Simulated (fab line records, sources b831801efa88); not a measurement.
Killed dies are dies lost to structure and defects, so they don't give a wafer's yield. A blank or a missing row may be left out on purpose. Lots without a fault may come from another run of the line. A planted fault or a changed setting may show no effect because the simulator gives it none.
fab line records | flow gf180mcu
record lots=5 wafers=23
route steps=602 shown DNWELL@39 LVPWELL@64 MVSD@76 MVPSD@86 VT_IMPLANT@98 DUAL_GATE@143 HV_LDD@182
start_h: hours from the record's first day to the start of the lot's first wafer shown | wait_h: hours since the lot's step before | " the same as in the row above | L1.1+2: a row that stands for several wafers | - no value, or no start given | * or withheld: withheld | < > ~ a bound
route shown NAME@n: a module of which the file shows steps, and the number in the route of the first | usual: mean/standard deviation of fault-free wafers | same: alike in all rows | chamber/n: place in a boat | sites: the reading at each site | _std_site: their standard deviation | _edge_site: outer sites' mean less inner sites' | radius_mm: how far each site lies from the wafer's centre | mask NAME#n: copy n | behind: the tool/chamber that last shaped the wafer | hold: why the lot was held/for how many hours/how that ended | device: the transistor (n, p or np) that didn't switch | end of line: the same wafers' tests at the end of the route | a step without rows: its recipe alone | killed: dies lost to structure and defects at the first sort, not the wafer's yield | map: a wafer's dies, x killed, . not, _ none there
set.NAME: the setting as run; set.NAME@STEP: as run at that earlier step | model.NAME: the simulator's own value behind a step, which no gauge read
lots whose settings were changed on purpose; a table a step, a row a wafer
## steps
# step GF_DNWELL_IMPLANT_07
# recipe species=P energy_kev=1500 dose_cm2=1e+13 tilt_deg=0
# columns lot.wafer tool chamber start_h wait_h set.energy_kev model.implant.rp_nm model.implant.drp_nm
L075.1+4+6 implanter-04 0 53.82 - 1588 1546 200.6
L075.2+3 " 0 " " 1500 1482 197.4
L079.1+3+5 implanter-01 0 75.07 - 1500 1474 197.4
L079.2+4 " 0 " " 1551 1511 199.3
L078.2+3+5 implanter-04 0 75.30 - 1500 1441 197.4
L078.4+6 " 0 " " 1456 1409 195.7
L082.1+3+6 implanter-01 0 92.96 - 1500 1483 197.4
L082.2+4 " 0 " " 1465 1457 196.1
L085.2+3+4 implanter-04 0 108.84 - 1500 1490 197.4
# step GF_LVPWELL_STRIP_10
# recipe chemistry=O2/N2 power_w=1400 pressure_mtorr=1500 platen_temp_c=250 o2_flow_sccm=3000 n2_flow_sccm=300 overash_fraction=0.5
# usual oes_product_au=0.722/0.0042 strip_time_to_endpoint_s=36.92/0.083
# columns lot.wafer tool chamber start_h wait_h set.pressure_mtorr oes_product_au strip_time_to_endpoint_s
L075.1 plasma_asher-02 0 79.02 0.1 1635 0.727 36.14
L075.2 " 1 " " 1635 0.729 36.29
L075.3 " 0 " " 1635 0.730 36.21
L075.4 " 1 " " 1635 0.727 36.25
L075.6 " 1 " " 1635 0.729 36.30
L079.1 plasma_asher-01 0 102.22 0.1 1281 0.689 38.89
L079.2 " 1 " " 1281 0.697 38.78
L079.3 " 0 " " 1281 0.701 38.81
L079.4 " 1 " " 1281 0.694 38.88
L079.5 " 0 " " 1281 0.703 38.94
L078.2 plasma_asher-02 1 102.50 0.1 1607 0.736 36.22
L078.3 " 0 " " 1607 0.737 36.25
L078.4 " 1 " " 1607 0.730 36.23
L078.5 " 1 " " 1607 0.732 36.31
L078.6 " 0 " " 1607 0.729 36.36
L082.1 plasma_asher-02 0 122.50 0.1 1500 0.723 36.95
L082.2 " 1 " " 1500 0.718 37.06
L082.3 " 1 " " 1500 0.728 37.09
L082.4 " 0 " " 1500 0.722 36.90
L082.6 " 1 " " 1500 0.722 36.98
L085.2 plasma_asher-04 1 139.05 0.1 1500 0.718 36.88
L085.3 " 0 " " 1500 0.718 36.85
L085.4 " 1 " " 1500 0.725 36.74
# step GF_MVSD_STRIP_10
# recipe chemistry=O2/N2 power_w=1400 pressure_mtorr=1500 platen_temp_c=250 o2_flow_sccm=3000 n2_flow_sccm=300 overash_fraction=0.5
# usual strip_time_to_endpoint_s=36.72/0.11
# columns lot.wafer tool chamber start_h wait_h set.o2_flow_sccm strip_time_to_endpoint_s
L075.1 plasma_asher-03 0 93.07 0.1 3000 36.63
L075.2 " 1 " " 3234 36.43
L075.3 " 1 " " 3234 36.36
L075.4 " 0 " " 3234 36.48
L075.6 " 0 " " 3000 36.63
L079.1 plasma_asher-03 1 116.65 0.1 3000 36.93
L079.2 " 0 " " 3334 36.61
L079.3 " 0 " " 3000 36.92
L079.4 " 1 " " 3000 36.96
L079.5 " 1 " " 3334 36.72
L078.2 plasma_asher-04 1 117.26 0.1 3000 36.73
L078.3 " 1 " " 2666 37.06
L078.4 " 0 " " 2666 37.23
L078.5 " 0 " " 3000 36.88
L078.6 " 1 " " 3000 36.73
L082.1 plasma_asher-02 1 138.46 0.1 3000 36.70
L082.2 " 0 " " 3408 36.49
L082.3 " 0 " " 3408 36.43
L082.4 " 1 " " 3000 36.74
L082.6 " 0 " " 3408 36.42
L085.2 plasma_asher-04 0 154.97 0.1 3000 36.86
L085.3 " 0 " " 3000 36.80
L085.4 " 1 " " 3000 36.79
# step GF_MVPSD_IMPLANT_08
# recipe species=B energy_kev=170 dose_cm2=1.5e+13 tilt_deg=0
# columns lot.wafer tool chamber start_h wait_h set.dose_cm2
L075.1+3 implanter-01 0 106.90 0.0 1.5e+13
L075.2+4+6 " 0 " " 1.413e+13
L079.1+2+3+4+5 implanter-01 0 131.50 0.0 1.5e+13
L078.2+4 implanter-03 0 132.38 0.0 1.5e+13
L078.3+5+6 " 0 " " 1.597e+13
L082.1+3 implanter-01 0 153.85 0.0 1.599e+13
L082.2+4+6 " 0 " " 1.5e+13
L085.2+3+4 implanter-04 0 170.88 0.0 1.5e+13
# step GF_MVPSD_IMPLANT_09
# recipe species=B energy_kev=40 dose_cm2=5e+12 tilt_deg=0
# step GF_MVPSD_STRIP_10
# recipe chemistry=O2/N2 power_w=1400 pressure_mtorr=1500 platen_temp_c=250 o2_flow_sccm=3000 n2_flow_sccm=300 overash_fraction=0.5
# step GF_MVPSD_TW_MEAS_11
# usual MVPSD_TW=551/3.2
# columns lot.wafer tool chamber start_h wait_h set.dose_cm2@MVPSD_IMPLANT_08 MVPSD_TW
L075.1 film_metro-03 - 107.30 0.1 1.5e+13 551
L075.2 " - " " 1.413e+13 540
L075.3 " - " " 1.5e+13 548
L075.4 " - " " 1.413e+13 543
L075.6 " - " " 1.413e+13 541
L079.1 film_metro-03 - 131.90 0.1 1.5e+13 549
L079.2 " - " " 1.5e+13 550
L079.3 " - " " 1.5e+13 549
L079.4 " - " " 1.5e+13 553
L079.5 " - " " 1.5e+13 552
L078.2 film_metro-01 - 132.77 0.1 1.5e+13 548
L078.3 " - " " 1.597e+13 557
L078.4 " - " " 1.5e+13 545
L078.5 " - " " 1.597e+13 555
L078.6 " - " " 1.597e+13 557
L082.1 film_metro-02 - 154.25 0.1 1.599e+13 558
L082.2 " - " " 1.5e+13 552
L082.3 " - " " 1.599e+13 560
L082.4 " - " " 1.5e+13 550
L082.6 " - " " 1.5e+13 550
L085.2 film_metro-03 - 171.27 0.1 1.5e+13 555
L085.3 " - " " 1.5e+13 552
L085.4 " - " " 1.5e+13 550
# step GF_VT_IMPLANT_IMPLANT_08
# recipe species=BF2 energy_kev=20 dose_cm2=8.29e+12 tilt_deg=7
# columns lot.wafer tool chamber start_h wait_h set.dose_cm2
L075.1+4+6 implanter-01 0 122.17 0.0 8.29e+12
L075.2+3 " 0 " " 9.265e+12
L079.1+2+5 implanter-04 0 147.87 0.0 8.29e+12
L079.3+4 " 0 " " 8.739e+12
L078.2+3+4 implanter-04 0 148.54 0.0 8.29e+12
L078.5+6 " 0 " " 9.246e+12
L082.1+2+3+4+6 implanter-02 0 169.21 0.0 8.29e+12
L085.2+3+4 implanter-04 0 187.09 0.0 8.29e+12
# step GF_VT_IMPLANT_STRIP_09
# recipe chemistry=O2/N2 power_w=1400 pressure_mtorr=1500 platen_temp_c=250 o2_flow_sccm=3000 n2_flow_sccm=300 overash_fraction=0.5
# step GF_VT_IMPLANT_TW_MEAS_10
# usual VT_IMPLANT_TW=562/5.2
# columns lot.wafer tool chamber start_h wait_h set.dose_cm2@VT_IMPLANT_IMPLANT_08 VT_IMPLANT_TW
L075.1 film_metro-01 - 122.42 0.1 8.29e+12 557
L075.2 " - " " 9.265e+12 577
L075.3 " - " " 9.265e+12 580
L075.4 " - " " 8.29e+12 560
L075.6 " - " " 8.29e+12 559
L079.1 film_metro-04 - 148.12 0.1 8.29e+12 565
L079.2 " - " " 8.29e+12 567
L079.3 " - " " 8.739e+12 579
L079.4 " - " " 8.739e+12 579
L079.5 " - " " 8.29e+12 569
L078.2 film_metro-02 - 148.78 0.1 8.29e+12 561
L078.3 " - " " 8.29e+12 559
L078.4 " - " " 8.29e+12 559
L078.5 " - " " 9.246e+12 578
L078.6 " - " " 9.246e+12 582
L082.1 film_metro-04 - 169.46 0.1 8.29e+12 576
L082.2 " - " " 8.29e+12 570
L082.3 " - " " 8.29e+12 574
L082.4 " - " " 8.29e+12 574
L082.6 " - " " 8.29e+12 574
L085.2 film_metro-01 - 187.33 0.1 8.29e+12 559
L085.3 " - " " 8.29e+12 559
L085.4 " - " " 8.29e+12 557
# step GF_VT_IMPLANT_DEVELOP_17
# recipe develop_time_s=60 dev_temp_c=23
# columns lot.wafer tool chamber start_h wait_h set.dev_temp_c
L075.1+2+3 litho_track-02 0 137.62 0.1 23
L075.4+6 " 0 " " 20.14
L079.1+3 litho_track-02 0 163.47 0.1 24.94
L079.2+4+5 " 0 " " 23
L078.2+5 litho_track-02 0 164.75 0.1 24.57
L078.3+4+6 " 0 " " 23
L082.1+3+4 litho_track-01 0 185.33 0.1 26.37
L082.2+6 " 0 " " 23
L085.2+3+4 litho_track-01 0 203.71 0.1 23
# step GF_VT_IMPLANT_STRIP_31
# recipe chemistry=O2/N2 power_w=1400 pressure_mtorr=1500 platen_temp_c=250 o2_flow_sccm=3000 n2_flow_sccm=300 overash_fraction=0.5
# usual strip_time_to_endpoint_s=12.64/0.045
# columns lot.wafer tool chamber start_h wait_h set.pressure_mtorr strip_time_to_endpoint_s
L075.1 plasma_asher-03 0 153.66 0.1 1500 12.57
L075.2 " 1 " " 1500 12.61
L075.3 " 0 " " 1500 12.57
L075.4 " 1 " " 1500 12.58
L075.6 " 1 " " 1500 12.61
L079.1 plasma_asher-04 0 179.56 0.1 1500 12.63
L079.2 " 1 " " 1500 12.63
L079.3 " 1 " " 1500 12.65
L079.4 " 0 " " 1500 12.60
L079.5 " 0 " " 1500 12.62
L078.2 plasma_asher-03 1 181.37 0.1 1650 12.32
L078.3 " 1 " " 1650 12.33
L078.4 " 0 " " 1650 12.30
L078.5 " 1 " " 1650 12.29
L078.6 " 0 " " 1650 12.35
L082.1 plasma_asher-01 1 202.76 0.1 1600 12.42
L082.2 " 0 " " 1600 12.42
L082.3 " 1 " " 1600 12.39
L082.4 " 0 " " 1600 12.41
L082.6 " 1 " " 1600 12.44
L085.2 plasma_asher-03 0 221.76 0.1 1500 12.64
L085.3 " 0 " " 1500 12.62
L085.4 " 1 " " 1500 12.60
# step GF_VT_IMPLANT_SOFTBAKE_36
# recipe temp_c=90 time_s=60 resist=NOVOLAK
# columns lot.wafer tool chamber start_h wait_h set.temp_c
L075.1+3+6 litho_track-01 0 160.68 0.1 88.5
L075.2+4 " 0 " " 90
L079.1+5 litho_track-01 0 187.83 0.1 91.77
L079.2+3+4 " 0 " " 90
L078.2+4+6 litho_track-01 0 190.31 0.1 90
L078.3+5 " 0 " " 87.58
L082.1+2 litho_track-01 0 211.13 0.1 88.63
L082.3+4+6 " 0 " " 90
L085.2+3+4 litho_track-01 0 230.01 0.1 90
# step GF_VT_IMPLANT_EXPOSE_37
# recipe mask_id=Nwell_HV_AREA target_cd_nm=860 na=0.6 source_shape=conventional sigma_outer=0.6 dose_mj=140
# step GF_VT_IMPLANT_PEB_38
# recipe temp_c=withheld time_s=* resist=NOVOLAK
# step GF_VT_IMPLANT_DEVELOP_39
# recipe develop_time_s=58.31 dev_temp_c=23
# columns lot.wafer tool chamber start_h wait_h set.dev_temp_c@VT_IMPLANT_DEVELOP_17 model.VT_IMPLANT.cd_nm
L075.1 litho_track-01 0 168.63 0.1 23 -
L075.2 " 0 " " 23 608.1
L075.3 " 0 " " 23 608.3
L075.4 " 0 " " 20.14 869.6
L075.6 " 0 " " 20.14 870.5
L079.1 litho_track-02 0 195.82 0.1 24.94 850.6
L079.2 " 0 " " 23 590.2
L079.3 " 0 " " 24.94 851
L079.4+5 " 0 " " 23 -
L078.2 litho_track-01 0 198.86 0.1 24.57 853.7
L078.3+4+6 " 0 " " 23 -
L078.5 " 0 " " 24.57 853
L082.1 litho_track-01 0 219.78 0.1 26.37 846
L082.2 " 0 " " 23 -
L082.3 " 0 " " 26.37 848.4
L082.4 " 0 " " 26.37 849.1
L082.6 " 0 " " 23 604
L085.2+3+4 litho_track-01 0 239.01 0.1 23 855.2
# step GF_VT_IMPLANT_IMPLANT_41
# recipe species=As energy_kev=70 dose_cm2=1.013e+12 tilt_deg=7
# columns lot.wafer tool chamber start_h wait_h set.energy_kev
L075.1+2+3+4+6 implanter-01 0 168.82 0.0 70
L079.1+2+3+4+5 implanter-04 0 196.01 0.0 70
L078.2+4+5 implanter-04 0 199.04 0.0 66.73
L078.3+6 " 0 " " 70
L082.1+2+3 implanter-04 0 219.97 0.0 72.24
L082.4+6 " 0 " " 70
L085.2+3+4 implanter-02 0 239.19 0.0 70
# step GF_VT_IMPLANT_STRIP_42
# recipe chemistry=O2/N2 power_w=1400 pressure_mtorr=1500 platen_temp_c=250 o2_flow_sccm=3000 n2_flow_sccm=300 overash_fraction=0.5
# step GF_VT_IMPLANT_RS_MEAS_49
# recipe thk_meas_gauge=four-point-probe
# usual MVPSD_RS=1168/3.1
# columns lot.wafer tool chamber start_h wait_h set.dose_cm2@MVPSD_IMPLANT_08 MVPSD_RS[ohm/sq]
L075.1 film_metro-03 - 169.64 0.1 1.5e+13 1167
L075.2 " - " " 1.413e+13 1204
L075.3 " - " " 1.5e+13 1168
L075.4 " - " " 1.413e+13 1204
L075.6 " - " " 1.413e+13 1204
L079.1 film_metro-03 - 196.83 0.1 1.5e+13 1169
L079.2 " - " " 1.5e+13 1170
L079.3 " - " " 1.5e+13 1167
L079.4 " - " " 1.5e+13 1171
L079.5 " - " " 1.5e+13 1173
L078.2 film_metro-03 - 199.86 0.1 1.5e+13 1169
L078.3 " - " " 1.597e+13 1133
L078.4 " - " " 1.5e+13 1170
L078.5 " - " " 1.597e+13 1132
L078.6 " - " " 1.597e+13 1131
L082.1 film_metro-01 - 220.84 0.1 1.599e+13 1130
L082.2 " - " " 1.5e+13 1166
L082.3 " - " " 1.599e+13 1133
L082.4 " - " " 1.5e+13 1171
L082.6 " - " " 1.5e+13 1168
L085.2 film_metro-03 - 240.01 0.1 1.5e+13 1166
L085.3 " - " " 1.5e+13 1166
L085.4 " - " " 1.5e+13 1167
# step GF_DUAL_GATE_OXIDATION_02
# recipe temp_c=900 ambient=O2 stabilise_s=600 purge_s=300 target_thk_a=108.87 ox_time_s=1602
# columns lot.wafer tool chamber start_h wait_h set.temp_c model.SiO2_of_DUAL_GATE_OXIDATION_02.thk_nm
L075.1 - - - 3.4 896.6 10.6
L075.2 " - " " 896.6 10.46
L075.3 " - " " 896.6 10.64
L075.4 " - " " 896.6 10.57
L075.6 " - " " 896.6 10.67
L079.1 - - - 0.0 897.5 10.39
L079.2+4 " - " " 897.5 10.24
L079.3 " - " " 897.5 10.22
L079.5 " - " " 897.5 10.3
L078.2 - - - 0.0 906.6 11.78
L078.3+5 " - " " 906.6 11.66
L078.4 " - " " 906.6 11.43
L078.6 " - " " 906.6 11.8
L082.1 - - - 0.6 892.9 9.892
L082.2 " - " " 892.9 9.807
L082.3 " - " " 892.9 9.691
L082.4 " - " " 892.9 9.788
L082.6 " - " " 892.9 9.685
L085.2 furnace-02 0 240.62 0.3 900 10.8
L085.3 " 0 " " 900 10.83
L085.4 " 0 " " 900 10.75
# step GF_DUAL_GATE_THK_MEAS_03
# recipe reads=SiO2_of_DUAL_GATE_OXIDATION_02
# usual DUAL_GATE_OXIDATION_00_THK=10.90/0.22
# columns lot.wafer tool chamber start_h wait_h set.temp_c@DUAL_GATE_OXIDATION_02 DUAL_GATE_OXIDATION_00_THK[nm]
L075.1 film_metro-04 - - - 896.6 10.58
L075.2 " - " " 896.6 10.43
L075.3 " - " " 896.6 10.60
L075.4 " - " " 896.6 10.56
L075.6 " - " " 896.6 10.65
L079.1 film_metro-03 - - - 897.5 10.38
L079.2 " - " " 897.5 10.28
L079.3 " - " " 897.5 10.21
L079.4 " - " " 897.5 10.25
L079.5 " - " " 897.5 10.34
L078.2 film_metro-04 - - - 906.6 11.80
L078.3 " - " " 906.6 11.63
L078.4 " - " " 906.6 11.35
L078.5 " - " " 906.6 11.67
L078.6 " - " " 906.6 11.78
L082.1 film_metro-02 - - - 892.9 9.86
L082.2 " - " " 892.9 9.79
L082.3 " - " " 892.9 9.68
L082.4 " - " " 892.9 9.80
L082.6 " - " " 892.9 9.66
L085.2 film_metro-03 - 242.08 0.0 900 10.81
L085.3 " - " " 900 10.81
L085.4 " - " " 900 10.71
# step GF_DUAL_GATE_DEVELOP_10
# recipe develop_time_s=60 dev_temp_c=23
# columns lot.wafer tool chamber start_h wait_h set.dev_temp_c
L075.1+3+4 litho_track-04 0 190.71 0.1 21.16
L075.2+6 " 0 " " 23
L079.1+2+4 litho_track-03 0 215.22 0.1 23
L079.3+5 " 0 " " 26.34
L078.2+3+5 litho_track-01 0 218.56 0.1 23
L078.4+6 " 0 " " 20.42
L082.1+2+6 litho_track-04 0 241.71 0.1 23
L082.3+4 " 0 " " 25.18
L085.2+3+4 litho_track-01 0 260.01 0.1 23
# step GF_DUAL_GATE_WET_ETCH_12
# recipe chemistry=dHF target_depth_nm=13 dry=n2_spin target=SiO2 temp_c=26.1 dilution=100:1 time_s=260
# step GF_DUAL_GATE_STRIP_13
# recipe chemistry=O2/N2 power_w=1400 pressure_mtorr=1500 platen_temp_c=250 o2_flow_sccm=3000 n2_flow_sccm=300 overash_fraction=0.5
# step GF_DUAL_GATE_CLEAN_14
# recipe chemistry=SC1/SC2 mix=1:4:20 temp_c=70 time_s=150 dry=n2_spin
# step GF_DUAL_GATE_OXIDATION_15
# recipe temp_c=850 ambient=O2 stabilise_s=600 purge_s=300 target_thk_a=70.98 ox_time_s=1995
# columns lot.wafer tool chamber start_h wait_h set.temp_c@DUAL_GATE_OXIDATION_02 model.SiO2_of_DUAL_GATE_OXIDATION_02.thk_nm
L075.1 furnace-01 0 191.51 0.4 896.6 14.27
L075.2 " 0 " " 896.6 14.14
L075.3 " 0 " " 896.6 14.36
L075.4 " 0 " " 896.6 14.24
L075.6 " 0 " " 896.6 14.29
L079.1 furnace-02 0 215.65 0.0 897.5 14.2
L079.2+3 " 0 " " 897.5 14.01
L079.4 " 0 " " 897.5 13.98
L079.5 " 0 " " 897.5 14.06
L078.2 furnace-02 0 218.95 0.0 906.6 15.25
L078.3 " 0 " " 906.6 15.2
L078.4 " 0 " " 906.6 15.03
L078.5 " 0 " " 906.6 15.21
L078.6 " 0 " " 906.6 15.33
L082.1 furnace-02 0 242.13 0.0 892.9 13.62
L082.2 " 0 " " 892.9 13.58
L082.3 " 0 " " 892.9 13.49
L082.4 " 0 " " 892.9 13.48
L082.6 " 0 " " 892.9 13.42
L085.2 furnace-01 0 260.76 0.4 900 14.41
L085.3 " 0 " " 900 14.51
L085.4 " 0 " " 900 14.39
# step GF_HV_LDD_DEVELOP_06
# recipe develop_time_s=60 dev_temp_c=23
# columns lot.wafer tool chamber start_h wait_h set.dev_temp_c
L075.1+3 litho_track-02 0 230.02 0.1 23
L075.2+4+6 " 0 " " 25.95
L079.1+2 litho_track-04 0 257.01 0.1 23
L079.3+4+5 " 0 " " 26.48
L078.2+3+4 litho_track-03 0 259.34 0.1 19.81
L078.5+6 " 0 " " 23
L082.1+4+6 litho_track-02 0 285.02 0.1 23
L082.2+3 " 0 " " 26.55
L085.2+3+4 litho_track-03 0 305.44 0.1 23
# step GF_HV_LDD_CD_MEAS_07
# recipe target_cd_nm=400
# usual cd_nm=399.0/2
# columns lot.wafer tool chamber start_h wait_h set.dev_temp_c@HV_LDD_DEVELOP_06 cd_nm
L075.1 cd_sem-02 - 230.17 0.1 23 396.7
L075.2 " - " " 25.95 385.7
L075.3 " - " " 23 396.8
L075.4 " - " " 25.95 385.2
L075.6 " - " " 25.95 386.4
L079.1 cd_sem-01 - 257.16 0.1 23 398.4
L079.2 " - " " 23 401.0
L079.3 " - " " 26.48 384.5
L079.4 " - " " 26.48 387.5
L079.5 " - " " 26.48 386.9
L078.2 cd_sem-02 - 259.49 0.1 19.81 406.8
L078.3 " - " " 19.81 407.3
L078.4 " - " " 19.81 409.4
L078.5 " - " " 23 396.3
L078.6 " - " " 23 396.1
L082.1 cd_sem-01 - 285.17 0.1 23 400.2
L082.2 " - " " 26.55 384.0
L082.3 " - " " 26.55 385.4
L082.4 " - " " 23 396.8
L082.6 " - " " 23 397.7
L085.2 cd_sem-02 - 305.59 0.1 23 398.3
L085.3 " - " " 23 399.7
L085.4 " - " " 23 401.8
# step GF_HV_LDD_EXPOSE_16
# recipe mask_id=Pplus_LV_AREA target_cd_nm=400 na=0.6 source_shape=conventional sigma_outer=0.6 dose_mj=140
# columns lot.wafer tool chamber start_h wait_h mask set.dose_mj
L075.1+4 iline_stepper-01 0 - - Pplus_LV_AREA#0 144.8
L075.2+3+6 " 0 " " Pplus_LV_AREA#0 140
L079.1+4+5 iline_stepper-01 0 - - Pplus_LV_AREA#0 140
L079.2+3 " 0 " " Pplus_LV_AREA#0 149.2
L078.2+5 iline_stepper-01 0 - - Pplus_LV_AREA#0 140
L078.3+4+6 " 0 " " Pplus_LV_AREA#0 149
L082.1+6 iline_stepper-01 0 - - Pplus_LV_AREA#0 140
L082.2+3+4 " 0 " " Pplus_LV_AREA#0 131.7
L085.2+3+4 iline_stepper-02 0 - - Pplus_LV_AREA#0 140
## key
split step=GF_DNWELL_IMPLANT_07 setting=energy_kev stated=1500 by=wafer
response step=GF_DNWELL_IMPLANT_07 reading=model.implant.rp_nm change=+10.9 per=1% r=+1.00
response step=GF_DNWELL_IMPLANT_07 reading=model.implant.drp_nm change=+0.559 per=1% r=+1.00
split step=GF_LVPWELL_STRIP_10 setting=pressure_mtorr stated=1500 by=lot
response step=GF_LVPWELL_STRIP_10 reading=oes_product_au change=+0.00146 per=1% r=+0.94
response step=GF_LVPWELL_STRIP_10 reading=strip_time_to_endpoint_s change=* per=1% r=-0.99
split step=GF_MVSD_STRIP_10 setting=o2_flow_sccm stated=3000 by=wafer
response step=GF_MVSD_STRIP_10 reading=strip_time_to_endpoint_s change=* per=1% r=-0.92
split step=GF_MVPSD_IMPLANT_08 setting=dose_cm2 stated=1.5e+13 by=wafer
response step=GF_MVPSD_TW_MEAS_11 reading=MVPSD_TW change=+1.39 per=1% r=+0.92
response step=GF_VT_IMPLANT_RS_MEAS_49 reading=MVPSD_RS change=-5.84 per=1% r=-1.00
split step=GF_VT_IMPLANT_IMPLANT_08 setting=dose_cm2 stated=8.29e+12 by=wafer
response step=GF_VT_IMPLANT_TW_MEAS_10 reading=VT_IMPLANT_TW change=+1.78 per=1% r=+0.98
split step=GF_VT_IMPLANT_DEVELOP_17 setting=dev_temp_c stated=23 by=wafer
response step=GF_VT_IMPLANT_DEVELOP_39 reading=model.VT_IMPLANT.cd_nm shape=bent at_lowest=870 at_stated=710.9 at_highest=847.8
split step=GF_VT_IMPLANT_STRIP_31 setting=pressure_mtorr stated=1500 by=lot
response step=GF_VT_IMPLANT_STRIP_31 reading=strip_time_to_endpoint_s change=* per=1% r=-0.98
split step=GF_VT_IMPLANT_SOFTBAKE_36 setting=temp_c stated=90 by=wafer
response none clear
split step=GF_VT_IMPLANT_IMPLANT_41 setting=energy_kev stated=70 by=wafer
response none clear
split step=GF_DUAL_GATE_OXIDATION_02 setting=temp_c stated=900 by=lot
response step=GF_DUAL_GATE_OXIDATION_02 reading=model.SiO2_of_DUAL_GATE_OXIDATION_02.thk_nm change=+1.21 per=1% r=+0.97
response step=GF_DUAL_GATE_THK_MEAS_03 reading=DUAL_GATE_OXIDATION_00_THK change=+1.2 per=1% r=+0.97
response step=GF_DUAL_GATE_OXIDATION_15 reading=model.SiO2_of_DUAL_GATE_OXIDATION_02.thk_nm change=+1.06 per=1% r=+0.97
split step=GF_DUAL_GATE_DEVELOP_10 setting=dev_temp_c stated=23 by=wafer
response none clear
split step=GF_HV_LDD_DEVELOP_06 setting=dev_temp_c stated=23 by=wafer
response step=GF_HV_LDD_CD_MEAS_07 reading=cd_nm change=-0.866 per=1% r=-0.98
split step=GF_HV_LDD_EXPOSE_16 setting=dose_mj stated=140 by=wafer
response none in this file
